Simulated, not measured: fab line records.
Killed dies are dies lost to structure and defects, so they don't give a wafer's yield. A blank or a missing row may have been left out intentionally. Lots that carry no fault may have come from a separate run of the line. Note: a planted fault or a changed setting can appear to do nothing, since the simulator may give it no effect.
fab line records    flow gf180mcu
[record] lots = 12  wafers = 36  lastDay = 34
route steps=602 shown STI@4 VT_IMPLANT@97
lots untouched by any fault: they come from a run of this same line in which no faults occurred
startH: start of the lot's first displayed wafer, in hours after the record's first day    waitH: hours since the lot's step before    " unchanged from the row above    L1.1+2: one row covering several wafers at once    - no value present, or no start provided    * or withheld: withheld    < > ~ a bound
route shown NAME@n: a module of which the file shows steps, and the number in the route of the first    usual: mean and standard deviation over wafers with no fault    same: alike in all rows    chamber/n: place in a boat    sites: each site's reading    _std_site: their standard deviation    _edge_site: mean of outer sites minus mean of inner sites    radiusMm: for every site, how far away it sits from the centre of the wafer    mask NAME#n: copy n    behind: tool/chamber where the wafer was last shaped    hold: cause of the lot's hold/its duration in hours/its outcome    device: whichever transistor did not switch (one of n, p or np)    end of line: at the end of the route, the tests of the same wafers    for a step that has no rows: nothing shown but its recipe    killed: the dies lost at the first sort to structure and to defects; this is not the yield of the wafer    map: a wafer's dies, x killed, . not, _ none there
set.NAME: the setting that was run; set.NAME@STEP: the one run at that earlier step    model.NAME: the simulator's own value behind a step, which no gauge read
a sample of lots followed through the steps of the route, with each step as a table and each wafer as a row
services: from which hour (startH, from the record's first day; less than 0 if before it) a tool's chamber was out of use, for how many hours, and why
[[steps]]
[step GF_STI_CVD_03]
[recipe] material = Si3N4  precursor = DCS/NH3  targetThkNm = 207.16  tempC = 770  timeS = 3551  pressureMtorr = 250
[usual] pressureMtorr = 250.1/0.53  spikeTcBottomC = 790/3.7
lot.wafer  tool      chamber  startH  waitH  pressureMtorr  spikeTcBottomC
L523.1     lpcvd-01  0        12.49   0.1    251.0          794
L523.3     "         0        "       "      249.8          795
L523.4     "         0        "       "      250.5          793
L524.2     lpcvd-01  1        17.74   0.0    251.1          791
L524.3     "         1        "       "      249.6          790
L524.4     "         1        "       "      249.6          789
L525.4     lpcvd-01  0        22.33   0.0    251.0          793
L525.5     "         0        "       "      250.0          795
L525.6     "         0        "       "      251.2          793
L526.2     lpcvd-01  0        26.70   0.0    200.1          792
L526.3     "         0        "       "      199.9          793
L526.5     "         0        "       "      199.9          792
L527.1     lpcvd-01  1        31.57   0.1    200.0          788
L527.4     "         1        "       "      200.1          790
L527.6     "         1        "       "      199.9          790
L528.2     lpcvd-02  0        37.12   0.0    249.6          784
L528.4     "         0        "       "      249.6          784
L528.5     "         0        "       "      249.3          785
L537.4     lpcvd-02  1        81.57   0.0    250.3          791
L537.5     "         1        "       "      249.8          792
L537.6     "         1        "       "      249.7          793
L538.3     lpcvd-02  0        86.97   0.0    250.2          786
L538.4     "         0        "       "      249.7          784
L538.5     "         0        "       "      249.1          784
L541.1     lpcvd-02  1        101.95  0.1    249.3          792
L541.4     "         1        "       "      250.0          793
L541.5     "         1        "       "      251.1          792
L542.4     lpcvd-01  0        106.57  0.0    249.5          793
L542.5     "         0        "       "      249.8          793
L542.6     "         0        "       "      249.3          792
L543.1     lpcvd-01  0        111.57  0.1    250.3          793
L543.4     "         0        "       "      250.9          793
L543.6     "         0        "       "      250.3          792
L545.4     lpcvd-02  0        121.75  0.0    249.4          784
L545.5     "         0        "       "      248.6          782
L545.6     "         0        "       "      249.1          784
[step GF_STI_THK_MEAS_04]
[recipe] reads = Si3N4_of_STI_CVD_03
[usual] STI_CVD_03_THK = 207.1/1.8
lot.wafer  tool          chamber  startH  waitH  STI_CVD_03_THK[nm]
L523.1     filmMetro-01  -        15.47   0.0    206.0
L523.3     "             -        "       "      205.1
L523.4     "             -        "       "      204.7
L524.2     filmMetro-03  -        19.74   0.0    207.2
L524.3     "             -        "       "      208.9
L524.4     "             -        "       "      204.9
L525.4     filmMetro-02  -        24.34   0.0    208.1
L525.5     "             -        "       "      209.5
L525.6     "             -        "       "      208.1
L526.2     filmMetro-03  -        28.69   0.0    195.1
L526.3     "             -        "       "      194.2
L526.5     "             -        "       "      196.9
L527.1     filmMetro-01  -        34.55   0.0    196.1
L527.4     "             -        "       "      196.3
L527.6     "             -        "       "      193.9
L528.2     filmMetro-01  -        39.12   0.0    206.2
L528.4     "             -        "       "      206.9
L528.5     "             -        "       "      205.0
L537.4     filmMetro-03  -        84.58   0.0    206.2
L537.5     "             -        "       "      204.1
L537.6     "             -        "       "      204.2
L538.3     filmMetro-02  -        88.98   0.0    210.1
L538.4     "             -        "       "      209.9
L538.5     "             -        "       "      210.7
L541.1     filmMetro-03  -        103.94  0.0    205.8
L541.4     "             -        "       "      206.1
L541.5     "             -        "       "      205.2
L542.4     filmMetro-01  -        108.59  0.0    208.8
L542.5     "             -        "       "      207.5
L542.6     "             -        "       "      209.1
L543.1     filmMetro-03  -        113.56  0.0    207.2
L543.4     "             -        "       "      205.7
L543.6     "             -        "       "      207.6
L545.4     filmMetro-03  -        123.77  0.0    205.9
L545.5     "             -        "       "      205.6
L545.6     "             -        "       "      206.8
[step GF_STI_ETCH_13]
[recipe] chemistry = CHF3/O2  stopOn = Si  overEtchFrac = 0.3  targetDepthA = 2823.1  sourceW = 600  biasW = 200  pressureMtorr = 40  chf3FlowSccm = 50  O2_flow_sccm = 5  timeS = 112.9
[usual] drypumpMotorCurrentA = 5.5/0.4  oesProductAu = 0.832/0.0058  throttleValvePct = 8.810/0.009
lot.wafer  tool        chamber  startH  waitH  drypumpMotorCurrentA  oesProductAu  rfHoursCounterH  throttleValvePct
L523.1     rieDiel-01  3        27.70   0.1    4.8                   0.830         61               8.823
L523.3     "           2        "       "      5.0                   0.822         3                8.810
L523.4     "           1        "       "      6.1                   0.826         122              8.807
L524.2     rieDiel-02  2        31.30   0.1    5.9                   0.829         69               8.805
L524.3     "           0        "       "      5.7                   0.841         75               8.812
L524.4     "           1        "       "      5.6                   0.827         9                8.802
L525.4     rieDiel-03  2        36.52   0.1    6.0                   0.837         -                8.800
L525.5     "           0        "       "      5.7                   0.839         -                8.809
L525.6     "           3        "       "      5.7                   0.837         -                8.806
L526.2     rieDiel-03  3        40.59   0.1    5.7                   0.801         1                8.804
L526.3     "           0        "       "      5.7                   0.802         68               8.800
L526.5     "           2        "       "      6.0                   0.811         -                8.831
L527.1     rieDiel-02  3        47.13   0.1    5.5                   0.802         68               8.797
L527.4     "           1        "       "      5.6                   0.807         9                8.799
L527.6     "           2        "       "      5.9                   0.805         -                8.801
L528.2     rieDiel-02  2        51.93   0.1    5.9                   0.831         69               8.814
L528.4     "           0        "       "      5.7                   0.834         75               8.807
L528.5     "           0        "       "      5.7                   0.826         -                8.814
L537.4     rieDiel-03  3        99.25   0.0    5.7                   0.836         3                8.815
L537.5     "           0        "       "      5.7                   0.827         -                8.802
L537.6     "           3        "       "      5.7                   0.828         -                8.794
L538.3     rieDiel-01  2        103.09  0.1    4.9                   0.847         5                8.816
L538.4     "           3        "       "      4.8                   0.834         63               8.804
L538.5     "           0        "       "      5.2                   0.839         -                8.813
L541.1     rieDiel-02  3        118.57  0.1    5.6                   0.831         70               8.809
L541.4     "           2        "       "      5.9                   0.833         72               8.810
L541.5     "           2        "       "      5.9                   0.831         -                8.821
L542.4     rieDiel-02  1        123.94  0.0    5.6                   0.839         12               8.823
L542.5     "           2        "       "      5.9                   0.826         -                8.819
L542.6     "           1        "       "      5.6                   0.832         -                8.805
L543.1     rieDiel-02  1        128.54  0.1    5.6                   0.840         12               8.827
L543.4     "           2        "       "      5.9                   0.824         72               8.805
L543.6     "           1        "       "      5.7                   0.834         -                8.814
L545.4     rieDiel-01  1        139.48  0.0    6.1                   0.833         125              8.796
L545.5     "           3        "       "      4.8                   0.831         -                8.804
L545.6     "           0        "       "      5.2                   0.835         -                8.809
[step GF_STI_CMP_25]
[recipe] stopOn = Si3N4  tOverpolishS = 33  downForcePsi = 4  platenRpm = 60  targetThkNm = 524.6  padVelocityMS = 0.94248
[usual] motorCurrentA = 11.3/0.93  slurryFilterDpKPa = 13.53/0.14  slurryFlowMlMin = 150.0/0.5
lot.wafer  tool    chamber  startH  waitH  motorCurrentA  slurryFilterDpKPa  slurryFlowMlMin
L523.4     cmp-02  1        29.67   0.0    11.9           13.60              149.7
L523.3     "       3        "       "      11.5           13.46              149.6
L523.1     "       0        "       "      10.8           13.51              150.9
L524.4     cmp-01  1        33.34   0.0    12.5           13.54              150.0
L524.3     "       3        "       "      11.7           13.73              150.6
L524.2     "       0        "       "      12.5           13.75              149.2
L525.4     cmp-01  0        38.68   0.1    12.7           13.60              151.0
L525.6     "       2        "       "      10.7           13.46              151.1
L525.5     "       3        "       "      12.4           13.42              150.2
L526.3     cmp-02  3        42.84   0.0    11.3           13.61              150.0
L526.2     "       1        "       "      11.2           13.56              149.7
L526.5     "       0        "       "      10.2           13.45              150.6
L527.4     cmp-02  3        50.52   0.0    11.7           13.71              150.5
L527.1     "       1        "       "      11.0           13.45              149.8
L527.6     "       3        "       "      11.1           13.52              149.7
L528.2     cmp-01  0        56.29   0.1    11.9           13.63              150.0
L528.4     "       1        "       "      12.7           13.38              150.3
L528.5     "       3        "       "      12.3           13.70              150.3
L537.4     cmp-02  2        101.34  0.2    10.0           13.80              150.6
L537.5     "       3        "       "      11.5           13.29              150.1
L537.6     "       0        "       "      11.0           13.39              150.0
L538.4     cmp-02  0        105.04  0.0    10.2           13.35              149.6
L538.3     "       1        "       "      11.5           13.39              149.6
L538.5     "       0        "       "      10.2           13.48              150.2
L541.4     cmp-02  2        120.54  0.1    10.1           13.55              150.0
L541.1     "       3        "       "      11.8           13.53              150.6
L541.5     "       2        "       "      10.2           13.56              149.9
L542.4     cmp-01  3        126.02  0.2    12.2           13.50              149.5
L542.6     "       0        "       "      12.2           13.36              149.5
L542.5     "       1        "       "      12.7           13.79              148.7
L543.4     cmp-02  3        131.08  0.1    11.6           13.34              150.1
L543.1     "       0        "       "      10.5           13.69              150.5
L543.6     "       2        "       "      9.8            13.21              150.5
L545.4     cmp-01  0        141.41  0.0    12.2           13.41              148.9
L545.6     "       0        "       "      12.3           13.56              149.5
L545.5     "       1        "       "      13.1           13.71              149.6
[step GF_VT_IMPLANT_OVL_MEAS_07]
[usual] VT_IMPLANT_OVL = -0.5/1.2
lot.wafer  tool        chamber  startH  waitH  VT_IMPLANT_OVL[nm]
L523.1     overlay-02  -        113.58  0.1    1.0
L523.3     "           -        "       "      -0.6
L523.4     "           -        "       "      0.4
L524.2     overlay-02  -        119.03  0.1    0.0
L524.3     "           -        "       "      -0.6
L524.4     "           -        "       "      0.9
L525.4     overlay-02  -        124.05  0.1    -1.1
L525.5     "           -        "       "      -1.8
L525.6     "           -        "       "      -3.1
L526.2     overlay-01  -        131.04  0.1    -1.1
L526.3     "           -        "       "      0.3
L526.5     "           -        "       "      -1.4
L527.1     overlay-01  -        141.53  0.1    -0.9
L527.4     "           -        "       "      0.2
L527.6     "           -        "       "      0.9
L528.2     overlay-02  -        150.93  0.1    -0.4
L528.4     "           -        "       "      -2.3
L528.5     "           -        "       "      -1.0
L537.4     overlay-02  -        200.43  0.1    -2.7
L537.5     "           -        "       "      -0.2
L537.6     "           -        "       "      -1.4
L538.3     overlay-01  -        205.44  0.1    -1.6
L538.4     "           -        "       "      1.3
L538.5     "           -        "       "      -0.7
L541.1     overlay-01  -        224.06  0.1    -0.2
L541.4     "           -        "       "      0.0
L541.5     "           -        "       "      0.2
L542.4     overlay-01  -        230.89  0.1    -0.2
L542.5     "           -        "       "      0.7
L542.6     "           -        "       "      -0.4
L543.1     overlay-01  -        235.02  0.1    -1.0
L543.4     "           -        "       "      0.0
L543.6     "           -        "       "      -0.3
L545.4     overlay-02  -        248.68  0.1    1.1
L545.5     "           -        "       "      1.3
L545.6     "           -        "       "      2.3
[step GF_VT_IMPLANT_RTA_45]
[recipe] tempC = 1050  timeS = 30  ambient = N2
[usual] lampPowerPct = 33.3/2.9  wafer_temp_C_max = 1053.8/0.89
lot.wafer  tool          chamber  startH  waitH  lampPowerPct  wafer_temp_C_max
L523.1     rtpAnneal-02  0        161.11  0.0    31.4          1052.9
L523.3     "             0        "       "      31.5          1053.6
L523.4     "             0        "       "      31.5          1055.0
L524.2     rtpAnneal-01  0        168.14  0.0    37.8          1054.3
L524.3     "             0        "       "      37.7          1055.5
L524.4     "             0        "       "      37.8          1054.8
L525.4     rtpAnneal-02  0        173.27  0.1    31.5          1055.4
L525.5     "             0        "       "      31.5          1054.4
L525.6     "             0        "       "      31.5          1052.9
L526.2     rtpAnneal-02  0        179.90  0.0    31.4          1053.8
L526.3     "             0        "       "      31.5          1053.8
L526.5     "             0        "       "      31.5          1053.2
L527.1     rtpAnneal-02  0        190.08  0.0    31.5          1052.3
L527.4     "             0        "       "      31.5          1052.2
L527.6     "             0        "       "      31.5          1053.7
L528.2     rtpAnneal-02  0        202.07  0.0    31.5          1053.1
L528.4     "             0        "       "      31.4          1054.5
L528.5     "             0        "       "      31.4          1053.0
L537.4     rtpAnneal-02  0        254.52  0.1    31.5          1052.1
L537.5     "             0        "       "      31.4          1053.6
L537.6     "             0        "       "      31.4          1053.5
L538.3     rtpAnneal-01  0        261.62  0.1    37.8          1054.4
L538.4     "             0        "       "      37.8          1055.2
L538.5     "             0        "       "      37.8          1053.7
L541.1     rtpAnneal-02  0        282.33  0.0    31.5          1052.7
L541.4     "             0        "       "      31.5          1053.6
L541.5     "             0        "       "      31.5          1053.4
L542.4     rtpAnneal-01  0        289.06  0.1    37.8          1053.8
L542.5     "             0        "       "      37.8          1054.2
L542.6     "             0        "       "      37.8          1054.7
L543.1     rtpAnneal-01  0        293.96  0.0    37.7          1054.2
L543.4     "             0        "       "      37.8          1054.1
L543.6     "             0        "       "      37.7          1054.4
L545.4     rtpAnneal-02  0        307.21  0.1    31.5          1054.5
L545.5     "             0        "       "      31.5          1053.6
L545.6     "             0        "       "      31.4          1052.7
[[services]]
tool          chamber  startH  hours  kind
rieDiel-02    1        -10.09  8.8    repair
rieDiel-03    -        -9.39   0.3    repair
cmp-01        -        -8.68   2.1    repair
cmp-02        -        17.80   3.7    repair
rieDiel-03    1        20.60   5.6    repair
rieDiel-03    1        28.67   11.5   repair
rieDiel-03    1        40.43   2.4    repair
rieDiel-01    3        53.08   22.0   repair
cmp-01        -        62.29   1.2    repair
cmp-02        -        64.22   4.0    pm
rieDiel-02    -        66.39   0.3    repair
rieDiel-03    1        85.34   12.6   repair
lpcvd-02      -        90.78   4.3    pm
cmp-02        -        91.14   0.6    repair
cmp-02        -        96.58   0.5    repair
cmp-01        -        112.47  0.3    repair
cmp-02        -        136.49  5.9    pm
cmp-01        -        153.23  14.9   repair
cmp-02        -        171.14  20.7   repair
lpcvd-01      -        174.76  4.3    pm
cmp-02        -        191.83  8.6    pm
cmp-01        -        200.55  3.6    pm
cmp-01        -        232.00  4.0    pm
rtpAnneal-01  -        295.45  1.1    pm
[[key]]
[firstSign] step = GF_STI_CVD_03  reading = pressureMtorr  direction = down  sigmas = 94  usual = 250.1  struck = 200.0
[effect] step = GF_STI_THK_MEAS_04  reading = STI_CVD_03_THK  direction = down  sigmas = 6.7  usual = 207.1  struck = 195.4
[effect] step = GF_STI_ETCH_13  reading = oesProductAu  direction = down  sigmas = 4.7  usual = 0.832  struck = 0.805
metAt GF_STI_CVD_03
struckLots L526,L527
testerLeftOut L526,L527
notActingAt GF_STI_CMP_25,GF_VT_IMPLANT_OVL_MEAS_07,GF_VT_IMPLANT_RTA_45
onsetBetween 22.33 26.70
[fault] kind = processParameterDrift  tool = lpcvd-01  chamber = -  onsetH = 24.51  steps = GF_STI_CVD_03  channel = pressureMtorr  offset = -50  shape = step  endH = 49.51  actsIn = theseRecipesOnly  stated = 250
// testerLeftOut: of these lots the tester's yield and bins aren't shown, on N5 and GAA mostly nor the transistor test; their killed dies are dies lost to structure and defects alone, not to doping, threshold or leakage, so they don't give the yield
